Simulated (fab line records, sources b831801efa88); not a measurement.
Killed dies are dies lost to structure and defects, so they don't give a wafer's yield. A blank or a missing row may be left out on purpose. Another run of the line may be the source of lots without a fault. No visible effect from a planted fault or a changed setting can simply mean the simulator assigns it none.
A struck lot beside a sound one -- flow sky130 -- 26 steps out of a route of 708
Sound: wafers L789.1, L789.2, L789.5. Struck: wafer L778.3. (L778.4, L778.5 of the same lot were not struck and are left out.) The cause comes at the end.
At each step with rows: each side's tool, then ch and its chambers, then its first start. Under that, the readings that differ: sound wafers -- struck wafers -- difference of the means -- sigmas: that difference in standard deviations of wafers without a fault.
alike: words and numbers the same on both sides, and readings whose means are apart by under 2 such deviations; not compared: readings that were withheld, readings missing a value for some wafer, numbers with overlapping values and no deviation given by the record, and bounds like >300 which may hide the same value.
A row with sigmas, a row that says differs or no value, or rows on one side alone: a step with any of these is where the two part. When numbers do not overlap yet have no deviation, they are printed without sigmas and do not part them. Lack of a reading on every wafer of one side parts them only where that side has two or more wafers.

first, 6 steps without rows for these wafers: SKY_SD_N_IMPLANT_10; SKY_SD_N_STRIP_11 (strips in O2/N2); SKY_SD_N_CLEAN_13 (cleans in SC1/SC2, time 150 s); SKY_SD_N_RTA_14 (time 2 s); SKY_SALICIDE_CLEAN_00 (cleans in HF-last, time 30 s); SKY_LI_CONTACT_HDPCVD_00 (deposits PSG, target thk 930 nm, time 155 s).
SKY_LI_CONTACT_CMP_02: polishes PSG.
  sound on cmp-01 ch 0,2, day 35 02:40; struck on cmp-02 ch 0, day 31 15:04
reading,sound,struck,difference,sigmas
time_to_endpoint_s (s),30.0 30.4 32.5,42.9,+11.9,+4
model.PSG_of_LI_CONTACT_HDPCVD_00.thk_nm (nm),594.8 595 594.7,715.9,+121.1,
  alike: motor_current_A
SKY_LI_CONTACT_BOW_MEAS_03:
  sound: film_metro-03 at day 35 02:58; struck: film_metro-01 at day 31 15:42
  not compared: hold, LI_CONTACT_BOW
then, 8 steps without rows for these wafers: SKY_LI_CONTACT_HMDS_05 (prime time 60 s); SKY_LI_CONTACT_COAT_06 (resist thk 60 nm); SKY_LI_CONTACT_COAT_07 (resist thk 450 nm); SKY_LI_CONTACT_SOFTBAKE_08 (time 90 s); SKY_LI_CONTACT_EXPOSE_09 (exposes mask LICM1, target cd 170 nm); SKY_LI_CONTACT_PEB_10; SKY_LI_CONTACT_DEVELOP_11 (develop time 60 s); SKY_LI_CONTACT_ETCH_14 (etches BARC in N2/H2, stops on SiO2, time 45.9 s, target depth 60 nm).
SKY_LI_CONTACT_ETCH_15: etches PSG in C4F8/O2/Ar, stops on Si, target depth 600 nm.
  sound on rie_diel-01 ch 1,2,3, day 36 05:22; struck on rie_diel-04 ch 3, day 32 18:31
reading,sound,struck,difference,sigmas
oes_product_au (a.u.),0.839 0.839 0.837,0.930,+0.092,+17
model.LI_CONTACT.feature_depth_nm (nm),594.8 595 594.7,715.9,+121.1,
model.etch.depth_nm (nm),594.8 595 594.7,715.9,+121.1,
then, 6 steps without rows for these wafers: SKY_LI_CONTACT_STRIP_16 (strips in O2/N2); SKY_LI_CONTACT_CLEAN_17 (cleans in NMP, time 600 s); SKY_LI_CONTACT_PRE_CLEAN_18 (time 5.6 s); SKY_LI_CONTACT_SPUTTER_19 (material Ti, target thk 20 nm, time 106.37 s); SKY_LI_CONTACT_SPUTTER_20 (material TiN, target thk 20 nm, time 80 s); SKY_LI_CONTACT_CVD_21 (deposits W, target thk 400 nm, time 120.56 s).
SKY_LI_CONTACT_CMP_24: polishes, stops on PSG, t overpolish 20 s, target thk 0 nm.
  sound on cmp-01 ch 0,1,2, day 36 06:11; struck on cmp-02 ch 1, day 32 19:20
reading,sound,struck,difference,sigmas
model.PSG_of_LI_CONTACT_HDPCVD_00.thk_nm (nm),585.3 585.5 585.2,706.4,+121.1,
  alike: motor_current_A
then, 1 step without rows for these wafers: SKY_LOCAL_INTERCONNECT_SPUTTER_00 (material TiN, target thk 100 nm, time 83.3 s).
-- a jump in the record: the struck wafers' starts before and after are 16 days apart (it breaks off in module LOCAL_INTERCONNECT and resumes in module PAD_OPEN, where the first step shown is number 708 of the route) --
SKY_PAD_OPEN_PROBE_99:
  sound: prober-02 at day 50 17:41; struck: prober-01 at day 48 10:21
reading,sound,struck,difference,sigmas
model.etest.licon_pdiff.rc_ohm,596.3 575.7 582.1,681.2,+96.5,
model.etest.nfet_g5v0d10v5.r_on_ohm_um,1912 1898 1888,1916,+17,
model.etest.nfet_01v8.r_on_ohm_um,837.5 833.2 840.5,881.8,+44.7,
model.etest.licon_ndiff.rc_ohm,172.6 184.7 182.2,222.5,+42.7,
model.etest.licon_high_po.rc_ohm,362.8 361.4 349.6,398.9,+41.0,
model.etest.sonos_uncharged.r_on_ohm_um,811.6 812.6 811.2,835.1,+23.3,
model.etest.cap_li_to_poly.c_af_um2,103.2 98.32 97.07,73.43,-26.10,
model.etest.licon_poly.rc_ohm,149.3 156.1 152.2,173.9,+21.4,
  alike: killed_at_M0_to_M3, killed_at_M4_up, killed_at_contacts, killed_at_front_end, killed_at_other, killed_dies, killed_open, killed_short

## WHERE THEY PART
Earliest at SKY_LI_CONTACT_CMP_02; latest, in this record, at SKY_LI_CONTACT_ETCH_15. Later steps at which nothing parts them and some readings are alike: SKY_LI_CONTACT_CMP_24, SKY_PAD_OPEN_PROBE_99.

WHY: the cause the simulator had injected
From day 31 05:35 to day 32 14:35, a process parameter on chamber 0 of cmp-02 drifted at SKY_LI_CONTACT_CMP_02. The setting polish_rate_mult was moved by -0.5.
